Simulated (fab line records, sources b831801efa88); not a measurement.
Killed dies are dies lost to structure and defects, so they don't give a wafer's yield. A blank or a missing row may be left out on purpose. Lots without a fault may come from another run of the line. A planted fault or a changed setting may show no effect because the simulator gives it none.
fab line records | flow gf180mcu
record lots=24 wafers=72 last_day=34
route steps=602 shown CONTACT@304 M1@315 V1@351 M2@365
lots that met no fault: from a run of the same line without faults
start_h: hours from the record's first day to the start of the lot's first wafer shown | wait_h: hours since the lot's step before | " the same as in the row above | L1.1+2: a row that stands for several wafers | - no value, or no start given | * or withheld: withheld | < > ~ a bound
route shown NAME@n: a module of which the file shows steps, and the number in the route of the first | usual: mean/standard deviation of fault-free wafers | same: alike in all rows | chamber/n: place in a boat | sites: the reading at each site | _std_site: their standard deviation | _edge_site: outer sites' mean less inner sites' | radius_mm: how far each site lies from the wafer's centre | mask NAME#n: copy n | behind: the tool/chamber that last shaped the wafer | hold: why the lot was held/for how many hours/how that ended | device: the transistor (n, p or np) that didn't switch | end of line: the same wafers' tests at the end of the route | a step without rows: its recipe alone | killed: dies lost to structure and defects at the first sort, not the wafer's yield | map: a wafer's dies, x killed, . not, _ none there
set.NAME: the setting as run; set.NAME@STEP: as run at that earlier step | model.NAME: the simulator's own value behind a step, which no gauge read
steps of the route over a sample of lots; a table a step, a row a wafer
services: from which hour (start_h, from the record's first day; less than 0 if before it) a tool's chamber was out of use, for how many hours, and why
## steps
# step GF_CONTACT_ETCH_17
# recipe chemistry=C4F8/O2/Ar mask_material=KrF target=SiO2 stop_on=CoSi2 source_w=1500 bias_w=1200 pressure_mtorr=40 c4f8_flow_sccm=withheld O2_flow_sccm=6 Ar_flow_sccm=300 time_s=withheld target_depth_a=8600
# usual oes_product_au=0.814/0.0052
# columns lot.wafer tool chamber start_h wait_h oes_product_au
L074.2 rie_diel-04 3 - - 0.810
L074.3 " 1 " " 0.812
L074.5 " 0 " " 0.818
L075.1 rie_diel-02 2 - - 0.809
L075.2 " 0 " " 0.818
L075.4 " 0 " " 0.809
L076.1 rie_diel-04 0 - - 0.811
L076.4 " 2 " " 0.811
L076.5 " 2 " " 0.811
L077.4 rie_diel-01 1 - - 0.814
L077.5 " 3 " " 0.814
L077.6 " 0 " " 0.815
L078.3 rie_diel-01 0 - - 0.817
L078.4 " 3 " " 0.811
L078.5 " 2 " " 0.824
L079.2 rie_diel-01 1 - - 0.820
L079.4 " 0 " " 0.820
L079.6 " 2 " " 0.819
L080.3 rie_diel-04 1 - - 0.822
L080.4 " 2 " " 0.810
L080.6 " 2 " " 0.816
L081.1 rie_diel-02 1 - - 0.809
L081.3 " 2 " " 0.811
L081.4 " 0 " " 0.816
L082.3 rie_diel-01 1 - - 0.809
L082.5 " 0 " " 0.814
L082.6 " 3 " " 0.809
L083.2 rie_diel-01 2 - - 0.814
L083.3 " 3 " " 0.809
L083.5 " 3 " " 0.812
L084.3 rie_diel-01 3 - - 0.819
L084.4 " 2 " " 0.822
L084.6 " 2 " " 0.815
L085.4 rie_diel-02 1 - - 0.813
L085.5 " 2 " " 0.818
L085.6 " 3 " " 0.810
L086.1 rie_diel-04 3 - - 0.816
L086.2 " 2 " " 0.814
L086.5 " 2 " " 0.818
L087.1 rie_diel-02 2 - - 0.825
L087.3 " 3 " " 0.816
L087.5 " 3 " " 0.811
L088.1 rie_diel-01 2 - - 0.810
L088.3 " 3 " " 0.812
L088.4 " 1 " " 0.807
L089.1 rie_diel-02 0 - - 0.811
L089.2 " 2 " " 0.803
L089.3 " 3 " " 0.809
L090.3 rie_diel-04 2 - - 0.808
L090.5 " 3 " " 0.808
L090.6 " 2 " " 0.817
L091.3 rie_diel-02 3 - - 0.810
L091.4 " 1 " " 0.809
L091.6 " 1 " " 0.818
L092.1 rie_diel-02 2 - - 0.818
L092.2 " 3 " " 0.820
L092.4 " 0 " " 0.815
L093.3 rie_diel-01 0 - - 0.809
L093.4 " 3 " " 0.815
L093.6 " 2 " " 0.814
L094.3 rie_diel-04 0 - - 0.812
L094.4 " 2 " " 0.826
L094.5 " 1 " " 0.809
L095.2 rie_diel-04 2 - - 0.805
L095.4 " 1 " " 0.813
L095.6 " 1 " " 0.816
L096.1 rie_diel-01 1 - - 0.822
L096.2 " 0 " " 0.811
L096.5 " 3 " " 0.819
L097.1 rie_diel-02 2 - - 0.815
L097.3 " 3 " " 0.812
L097.6 " 0 " " 0.804
# step GF_CONTACT_RS_MEAS_25
# recipe thk_meas_gauge=four-point-probe reads=W_of_CONTACT_CVD_24+TiN_of_CONTACT_SPUTTER_23+Ti_of_CONTACT_SPUTTER_22
# usual CONTACT_W_RS=0.384/0.0045
# columns lot.wafer tool chamber start_h wait_h CONTACT_W_RS[ohm/sq]
L074.2 film_metro-03 - 362.04 0.1 0.386
L074.3 " - " " 0.383
L074.5 " - " " 0.384
L075.1 film_metro-02 - 367.91 0.1 0.385
L075.2 " - " " 0.383
L075.4 " - " " 0.382
L076.1 film_metro-04 - 377.36 0.1 0.386
L076.4 " - " " 0.384
L076.5 " - " " 0.383
L077.4 film_metro-04 - 390.32 0.1 0.392
L077.5 " - " " 0.387
L077.6 " - " " 0.392
L078.3 film_metro-04 - 403.52 0.1 0.380
L078.4 " - " " 0.388
L078.5 " - " " 0.386
L079.2 film_metro-02 - 407.40 0.1 0.377
L079.4 " - " " 0.378
L079.6 " - " " 0.375
L080.3 film_metro-03 - 418.06 0.1 0.385
L080.4 " - " " 0.387
L080.6 " - " " 0.389
L081.1 film_metro-02 - 432.12 0.1 0.381
L081.3 " - " " 0.384
L081.4 " - " " 0.386
L082.3 film_metro-04 - 435.20 0.1 0.381
L082.5 " - " " 0.382
L082.6 " - " " 0.383
L083.2 film_metro-04 - 440.85 0.1 0.382
L083.3 " - " " 0.386
L083.5 " - " " 0.383
L084.3 film_metro-02 - 451.02 0.1 0.382
L084.4 " - " " 0.382
L084.6 " - " " 0.381
L085.4 film_metro-04 - 462.67 0.1 0.382
L085.5 " - " " 0.385
L085.6 " - " " 0.384
L086.1 film_metro-04 - 469.07 0.1 0.382
L086.2 " - " " 0.382
L086.5 " - " " 0.387
L087.1 film_metro-04 - 476.71 0.1 0.381
L087.3 " - " " 0.374
L087.5 " - " " 0.382
L088.1 film_metro-02 - 484.10 0.1 0.382
L088.3 " - " " 0.380
L088.4 " - " " 0.381
L089.1 film_metro-04 - 498.86 0.1 0.377
L089.2 " - " " 0.374
L089.3 " - " " 0.377
L090.3 film_metro-02 - 503.86 0.1 0.394
L090.5 " - " " 0.382
L090.6 " - " " 0.390
L091.3 film_metro-02 - 513.11 0.1 0.388
L091.4 " - " " 0.389
L091.6 " - " " 0.389
L092.1 film_metro-04 - 521.70 0.1 0.376
L092.2 " - " " 0.380
L092.4 " - " " 0.377
L093.3 film_metro-02 - 525.85 0.1 0.377
L093.4 " - " " 0.377
L093.6 " - " " 0.378
L094.3 film_metro-04 - 537.57 0.1 0.392
L094.4 " - " " 0.389
L094.5 " - " " 0.391
L095.2 film_metro-03 - 547.07 0.1 0.382
L095.4 " - " " 0.385
L095.6 " - " " 0.388
L096.1 film_metro-02 - 552.95 0.1 0.379
L096.2 " - " " 0.383
L096.5 " - " " 0.379
L097.1 film_metro-02 - 563.38 0.1 0.390
L097.3 " - " " 0.391
L097.6 " - " " 0.383
# step GF_M1_SPUTTER_00
# recipe material=Ti target_thk_nm=37.5 arriving_ion_energy_ev=80 substrate_temp_c=200 chamber_pressure_pa=2 power_w=4000 time_s=150
# usual chamber_pressure_pa=2.000/0.0037 throttle_valve_pct=30.3/0.91
# columns lot.wafer tool chamber start_h wait_h chamber_pressure_pa throttle_valve_pct
L074.2 pvd_sputter-02 - 362.50 0.1 2.005 31.4
L074.3 " - " " 1.997 30.3
L074.5 " - " " 1.998 29.0
L075.1 pvd_sputter-02 - 368.39 0.1 1.999 30.4
L075.2 " - " " 2.001 31.5
L075.4 " - " " 1.996 29.2
L076.1 pvd_sputter-03 - 379.64 0.1 1.997 30.4
L076.4 " - " " 2.003 31.2
L076.5 " - " " 1.999 30.0
L077.4 pvd_sputter-03 - 390.74 0.1 1.996 29.3
L077.5 " - " " 2.002 29.6
L077.6 " - " " 2.000 29.8
L078.3 pvd_sputter-02 - 403.96 0.1 1.999 29.0
L078.4 " - " " 2.004 31.6
L078.5 " - " " 2.004 29.4
L079.2 pvd_sputter-02 - 407.86 0.2 1.998 30.2
L079.4 " - " " 2.000 31.4
L079.6 " - " " 1.998 29.3
L080.3 pvd_sputter-03 - 418.50 0.2 1.997 29.3
L080.4 " - " " 2.001 31.1
L080.6 " - " " 1.999 29.5
L081.1 pvd_sputter-02 - 432.60 0.2 2.000 31.6
L081.3 " - " " 2.001 31.4
L081.4 " - " " 2.001 30.4
L082.3 pvd_sputter-02 - 435.64 0.2 1.998 29.4
L082.5 " - " " 2.001 30.6
L082.6 " - " " 2.008 31.3
L083.2 pvd_sputter-02 - 441.31 0.1 2.000 28.9
L083.3 " - " " 2.006 31.5
L083.5 " - " " 2.002 31.2
L084.3 pvd_sputter-02 - 451.46 0.2 2.002 29.1
L084.4 " - " " 2.001 30.4
L084.6 " - " " 2.009 31.0
L085.4 pvd_sputter-01 - 463.26 0.2 1.997 28.6
L085.5 " - " " 1.997 31.3
L085.6 " - " " 1.993 29.9
L086.1 pvd_sputter-02 - 469.55 0.2 1.997 29.4
L086.2 " - " " 1.995 30.3
L086.5 " - " " 1.998 31.6
L087.1 pvd_sputter-03 - 477.19 0.1 2.004 30.4
L087.3 " - " " 2.003 31.2
L087.5 " - " " 2.004 30.8
L088.1 pvd_sputter-03 - 484.58 0.2 2.004 30.3
L088.3 " - " " 1.999 31.0
L088.4 " - " " 2.000 30.5
L089.1 pvd_sputter-01 - 499.56 0.2 1.999 29.6
L089.2 " - " " 1.997 28.5
L089.3 " - " " 1.996 31.4
L090.3 pvd_sputter-02 - 504.30 0.1 2.006 29.3
L090.5 " - " " 1.999 30.3
L090.6 " - " " 2.001 31.1
L091.3 pvd_sputter-02 - 513.55 0.1 1.996 31.2
L091.4 " - " " 1.998 31.4
L091.6 " - " " 1.999 29.0
L092.1 pvd_sputter-01 - 522.18 0.1 1.999 31.7
L092.2 " - " " 2.005 28.3
L092.4 " - " " 1.996 30.3
L093.3 pvd_sputter-03 - 526.29 0.1 2.007 30.5
L093.4 " - " " 2.006 30.0
L093.6 " - " " 2.009 30.0
L094.3 pvd_sputter-03 - 538.01 0.2 2.001 30.2
L094.4 " - " " 1.996 29.4
L094.5 " - " " 2.002 29.6
L095.2 pvd_sputter-01 - 547.53 0.2 1.997 30.3
L095.4 " - " " 2.000 29.9
L095.6 " - " " 1.998 29.5
L096.1 pvd_sputter-03 - 553.43 0.1 2.006 30.3
L096.2 " - " " 1.996 31.0
L096.5 " - " " 1.986 29.3
L097.1 pvd_sputter-03 - 563.86 0.2 1.999 30.1
L097.3 " - " " 1.999 31.0
L097.6 " - " " 2.001 31.2
# step GF_V1_ETCH_16
# recipe chemistry=N2/H2 target_depth_a=withheld overetch_a=withheld time_s=withheld target=BARC ion_energy_ev=200 source_w=500 bias_w=100 pressure_mtorr=30 n2_flow_sccm=100 h2_flow_sccm=200
# usual drypump_motor_current_A=5.5/0.37 oes_product_au=0.854/0.0044 throttle_valve_pct=13.225/0.0096
# columns lot.wafer tool chamber start_h wait_h drypump_motor_current_A oes_product_au throttle_valve_pct
L074.2 rie_diel-03 0 409.59 0.0 5.3 0.854 13.226
L074.3 " 2 " " 5.3 0.858 13.229
L074.5 " 1 " " 4.8 0.856 13.220
L075.1 rie_diel-03 2 415.81 0.0 5.3 0.853 13.216
L075.2 " 3 " " 5.3 0.856 13.226
L075.4 " 0 " " 5.3 0.858 13.227
L076.1 rie_diel-04 1 428.45 0.0 5.7 0.851 13.227
L076.4 " 3 " " 5.9 0.855 13.215
L076.5 " 1 " " 5.8 0.852 13.221
L077.4 rie_diel-04 3 440.11 0.0 5.9 0.855 13.225
L077.5 " 0 " " 5.5 0.858 13.228
L077.6 " 3 " " 5.9 0.853 13.210
L078.3 rie_diel-03 1 453.89 0.0 4.8 0.852 13.224
L078.4 " 2 " " 5.3 0.851 13.226
L078.5 " 1 " " 4.8 0.850 13.215
L079.2 rie_diel-04 3 458.09 0.0 5.8 0.849 13.220
L079.4 " 2 " " 5.6 0.865 13.228
L079.6 " 0 " " 5.5 0.856 13.214
L080.3 rie_diel-03 2 468.75 0.0 5.3 0.860 13.215
L080.4 " 0 " " 5.3 0.861 13.233
L080.6 " 1 " " 4.8 0.847 13.243
L081.1 rie_diel-04 0 482.70 0.0 5.5 0.856 13.224
L081.3 " 3 " " 5.8 0.860 13.220
L081.4 " 2 " " 5.6 0.856 13.245
L082.3 rie_diel-04 3 485.30 0.0 5.9 0.855 13.232
L082.5 " 0 " " 5.5 0.858 13.222
L082.6 " 1 " " 5.8 0.857 13.215
L083.2 rie_diel-02 3 491.05 0.0 6.4 0.845 13.227
L083.3 " 0 " " 5.7 0.848 13.224
L083.5 " 0 " " 5.7 0.845 13.220
L084.3 rie_diel-04 1 500.14 0.0 5.8 0.854 13.219
L084.4 " 2 " " 5.6 0.844 13.232
L084.6 " 0 " " 5.5 0.853 13.222
L085.4 rie_diel-03 2 512.86 0.0 5.4 0.853 13.228
L085.5 " 3 " " 5.4 0.863 13.206
L085.6 " 1 " " 4.8 0.849 13.220
L086.1 rie_diel-02 0 518.81 0.0 5.7 0.853 13.222
L086.2 " 3 " " 6.4 0.851 13.236
L086.5 " 3 " " 6.4 0.854 13.229
L087.1 rie_diel-04 2 527.04 0.0 5.7 0.855 13.215
L087.3 " 0 " " 5.5 0.856 13.219
L087.5 " 2 " " 5.6 0.860 13.235
L088.1 rie_diel-04 1 533.65 0.0 5.8 0.854 13.227
L088.3 " 2 " " 5.6 0.854 13.232
L088.4 " 3 " " 5.8 0.850 13.230
L089.1 rie_diel-03 2 548.04 0.0 5.3 0.855 13.231
L089.2 " 0 " " 5.3 0.858 13.220
L089.3 " 1 " " 4.8 0.849 13.211
L090.3 rie_diel-02 2 552.40 0.0 4.9 0.861 13.237
L090.5 " 0 " " 5.7 0.849 13.229
L090.6 " 2 " " 4.9 0.861 13.237
L091.3 rie_diel-03 2 561.39 0.0 5.3 0.853 13.227
L091.4 " 3 " " 5.3 0.855 13.231
L091.6 " 1 " " 4.8 0.859 13.213
L092.1 rie_diel-03 3 569.14 0.0 5.3 0.861 13.234
L092.2 " 0 " " 5.3 0.854 13.219
L092.4 " 2 " " 5.3 0.851 13.242
L093.3 rie_diel-03 2 573.20 0.0 5.3 0.853 13.235
L093.4 " 2 " " 5.3 0.847 13.208
L093.6 " 0 " " 5.3 0.858 13.237
L094.3 rie_diel-04 0 584.75 0.0 5.6 0.856 13.232
L094.4 " 3 " " 5.9 0.851 13.210
L094.5 " 1 " " 5.8 0.853 13.231
L095.2 rie_diel-02 0 594.05 0.0 5.7 0.848 13.227
L095.4 " 2 " " 4.9 0.857 13.211
L095.6 " 1 " " 6.1 0.849 13.208
L096.1 rie_diel-04 0 600.40 0.0 5.5 0.855 13.228
L096.2 " 2 " " 5.6 0.862 13.226
L096.5 " 1 " " 5.8 0.856 13.216
L097.1 rie_diel-04 1 609.19 0.0 5.8 0.859 13.222
L097.3 " 2 " " 5.6 0.855 13.227
L097.6 " 2 " " 5.6 0.846 13.241
# step GF_V1_SPUTTER_21
# recipe material=Ti target_thk_nm=15 chamber_pressure_pa=5.17 power_w=2500 substrate_temp_c=200 time_s=80.02
# usual chamber_pressure_pa=5.169/0.0095 throttle_valve_pct=30.1/0.96
# columns lot.wafer tool chamber start_h wait_h chamber_pressure_pa throttle_valve_pct
L074.2 pvd_sputter-04 - 410.32 0.0 5.185 31.1
L074.3 " - " " 5.157 29.5
L074.5 " - " " 5.168 31.0
L075.1 pvd_sputter-04 - 416.50 0.0 5.171 31.2
L075.2 " - " " 5.174 29.7
L075.4 " - " " 5.163 31.2
L076.1 pvd_sputter-01 - 429.11 0.0 5.162 30.2
L076.4 " - " " 5.180 29.7
L076.5 " - " " 5.172 28.5
L077.4 pvd_sputter-01 - 440.80 0.0 5.169 31.3
L077.5 " - " " 5.182 30.5
L077.6 " - " " 5.160 28.4
L078.3 pvd_sputter-01 - 454.56 0.0 5.170 28.5
L078.4 " - " " 5.187 30.5
L078.5 " - " " 5.174 29.4
L079.2 pvd_sputter-04 - 458.75 0.0 5.160 31.4
L079.4 " - " " 5.158 30.0
L079.6 " - " " 5.175 30.2
L080.3 pvd_sputter-01 - 469.41 0.0 5.163 29.5
L080.4 " - " " 5.178 30.3
L080.6 " - " " 5.182 28.2
L081.1 pvd_sputter-04 - 483.36 0.0 5.176 31.3
L081.3 " - " " 5.168 29.5
L081.4 " - " " 5.179 31.2
L082.3 pvd_sputter-03 - 485.97 0.0 5.168 30.5
L082.5 " - " " 5.163 31.1
L082.6 " - " " 5.161 29.7
L083.2 pvd_sputter-03 - 491.73 0.0 5.180 30.3
L083.3 " - " " 5.171 29.6
L083.5 " - " " 5.160 31.3
L084.3 pvd_sputter-03 - 500.81 0.0 5.163 29.9
L084.4 " - " " 5.185 29.6
L084.6 " - " " 5.166 31.0
L085.4 pvd_sputter-03 - 513.50 0.0 5.167 29.3
L085.5 " - " " 5.165 31.2
L085.6 " - " " 5.138 29.9
L086.1 pvd_sputter-03 - 519.81 0.0 5.163 30.5
L086.2 " - " " 5.185 31.2
L086.5 " - " " 5.158 29.9
L087.1 pvd_sputter-01 - 527.71 0.0 5.160 29.6
L087.3 " - " " 5.184 30.4
L087.5 " - " " 5.187 28.3
L088.1 pvd_sputter-01 - 534.31 0.0 5.166 29.5
L088.3 " - " " 5.165 30.4
L088.4 " - " " 5.184 31.4
L089.1 pvd_sputter-04 - 548.76 0.0 5.164 31.4
L089.2 " - " " 5.174 30.3
L089.3 " - " " 5.175 29.0
L090.3 pvd_sputter-01 - 553.16 0.0 5.178 31.5
L090.5 " - " " 5.155 29.7
L090.6 " - " " 5.180 31.7
L091.3 pvd_sputter-01 - 562.05 0.0 5.175 30.2
L091.4 " - " " 5.164 29.7
L091.6 " - " " 5.175 30.3
L092.1 pvd_sputter-03 - 569.88 0.0 5.180 30.2
L092.2 " - " " 5.155 29.9
L092.4 " - " " 5.177 29.5
L093.3 pvd_sputter-01 - 573.88 0.0 5.167 30.4
L093.4 " - " " 5.169 28.0
L093.6 " - " " 5.175 28.2
L094.3 pvd_sputter-01 - 585.41 0.0 5.161 29.6
L094.4 " - " " 5.165 31.4
L094.5 " - " " 5.168 31.3
L095.2 pvd_sputter-03 - 594.72 0.0 5.164 30.4
L095.4 " - " " 5.161 29.3
L095.6 " - " " 5.171 31.2
L096.1 pvd_sputter-01 - 601.09 0.0 5.176 28.5
L096.2 " - " " 5.172 29.5
L096.5 " - " " 5.187 30.4
L097.1 pvd_sputter-04 - 609.86 0.0 5.170 31.3
L097.3 " - " " 5.152 30.1
L097.6 " - " " 5.151 30.5
# step GF_M2_SPUTTER_03
# recipe material=Ti target_thk_nm=10 substrate_temp_c=300 chamber_pressure_pa=0.3 power_w=3000 time_s=6.7
# usual chamber_pressure_pa=0.3000/0.00058 throttle_valve_pct=30.5/0.83
# columns lot.wafer tool chamber start_h wait_h chamber_pressure_pa throttle_valve_pct
L074.2 pvd_sputter-04 - 411.17 0.0 0.3007 29.4
L074.3 " - " " 0.2994 31.3
L074.5 " - " " 0.2995 29.5
L075.1 pvd_sputter-02 - 417.47 0.0 0.3006 31.5
L075.2 " - " " 0.2993 29.1
L075.4 " - " " 0.3001 30.4
L076.1 pvd_sputter-04 - 429.97 0.0 0.3002 30.2
L076.4 " - " " 0.2995 31.0
L076.5 " - " " 0.2997 29.8
L077.4 pvd_sputter-04 - 441.65 0.0 0.2997 31.2
L077.5 " - " " 0.2999 31.1
L077.6 " - " " 0.3001 30.0
L078.3 pvd_sputter-02 - 455.41 0.0 0.2996 31.3
L078.4 " - " " 0.3007 31.7
L078.5 " - " " 0.2997 30.5
L079.2 pvd_sputter-02 - 459.60 0.0 0.3006 29.1
L079.4 " - " " 0.2994 30.4
L079.6 " - " " 0.2987 31.4
L080.3 pvd_sputter-04 - 470.27 0.0 0.2996 29.1
L080.4 " - " " 0.2993 31.2
L080.6 " - " " 0.2998 31.2
L081.1 pvd_sputter-02 - 484.24 0.0 0.3002 30.2
L081.3 " - " " 0.3007 29.2
L081.4 " - " " 0.3000 30.3
L082.3 pvd_sputter-02 - 486.84 0.0 0.2997 30.4
L082.5 " - " " 0.3007 30.2
L082.6 " - " " 0.2998 31.2
L083.2 pvd_sputter-04 - 492.58 0.0 0.2999 29.5
L083.3 " - " " 0.3011 31.3
L083.5 " - " " 0.2989 29.3
L084.3 pvd_sputter-02 - 501.66 0.0 0.3001 31.1
L084.4 " - " " 0.3000 28.9
L084.6 " - " " 0.3005 29.0
L085.4 pvd_sputter-03 - 514.35 0.0 0.3006 29.4
L085.5 " - " " 0.3003 29.5
L085.6 " - " " 0.3008 30.5
L086.1 pvd_sputter-04 - 520.66 0.0 0.2996 31.0
L086.2 " - " " 0.2995 31.2
L086.5 " - " " 0.2998 30.7
L087.1 pvd_sputter-02 - 528.56 0.0 0.3000 30.4
L087.3 " - " " 0.3000 31.5
L087.5 " - " " 0.2997 29.2
L088.1 pvd_sputter-03 - 535.17 0.0 0.2999 30.8
L088.3 " - " " 0.2994 29.6
L088.4 " - " " 0.3001 29.6
L089.1 pvd_sputter-02 - 549.62 0.0 0.2998 31.4
L089.2 " - " " 0.3001 31.3
L089.3 " - " " 0.3002 30.6
L090.3 pvd_sputter-02 - 554.01 0.0 0.3008 31.6
L090.5 " - " " 0.2999 30.3
L090.6 " - " " 0.3011 31.5
L091.3 pvd_sputter-04 - 562.95 0.0 0.3008 31.4
L091.4 " - " " 0.2998 29.6
L091.6 " - " " 0.2994 31.1
L092.1 pvd_sputter-04 - 570.73 0.0 0.2995 31.2
L092.2 " - " " 0.2987 30.4
L092.4 " - " " 0.3004 29.3
L093.3 pvd_sputter-03 - 574.78 0.0 0.2995 29.8
L093.4 " - " " 0.3006 29.6
L093.6 " - " " 0.2997 29.5
L094.3 pvd_sputter-02 - 586.26 0.0 0.2997 29.0
L094.4 " - " " 0.2999 31.4
L094.5 " - " " 0.2993 30.4
L095.2 pvd_sputter-04 - 595.57 0.0 0.3000 29.2
L095.4 " - " " 0.2997 31.2
L095.6 " - " " 0.3008 31.1
L096.1 pvd_sputter-02 - 601.95 0.0 0.3002 31.5
L096.2 " - " " 0.3004 29.0
L096.5 " - " " 0.2998 31.7
L097.1 pvd_sputter-03 - 610.71 0.0 0.3002 31.0
L097.3 " - " " 0.3005 30.2
L097.6 " - " " 0.2999 31.0
## services
# columns tool chamber start_h hours kind
pvd_sputter-02 - 341.19 20.6 repair
pvd_sputter-01 - 357.11 1.2 repair
rie_diel-01 0 384.00 1.2 repair
pvd_sputter-03 - 404.48 2.7 repair
rie_diel-02 0 414.67 7.1 repair
rie_diel-03 1 418.18 16.9 repair
pvd_sputter-01 - 424.82 1.2 repair
rie_diel-04 3 430.86 3.9 repair
rie_diel-02 0 454.56 10.1 repair
rie_diel-04 1 457.67 2.0 repair
rie_diel-03 3 460.31 14.9 repair
rie_diel-01 - 461.48 2.8 pm
pvd_sputter-04 - 465.38 3.2 repair
rie_diel-01 - 475.20 3.4 repair
pvd_sputter-02 - 475.48 3.1 repair
pvd_sputter-04 - 478.44 1.6 repair
rie_diel-01 1 480.01 3.0 repair
rie_diel-01 3 486.49 6.2 repair
rie_diel-01 2 488.60 19.9 repair
rie_diel-04 0 517.40 5.5 repair
pvd_sputter-04 - 517.83 1.0 repair
rie_diel-02 1 539.52 6.9 repair
rie_diel-04 1 543.01 2.6 repair
rie_diel-02 1 551.12 4.3 repair
## key
fault none
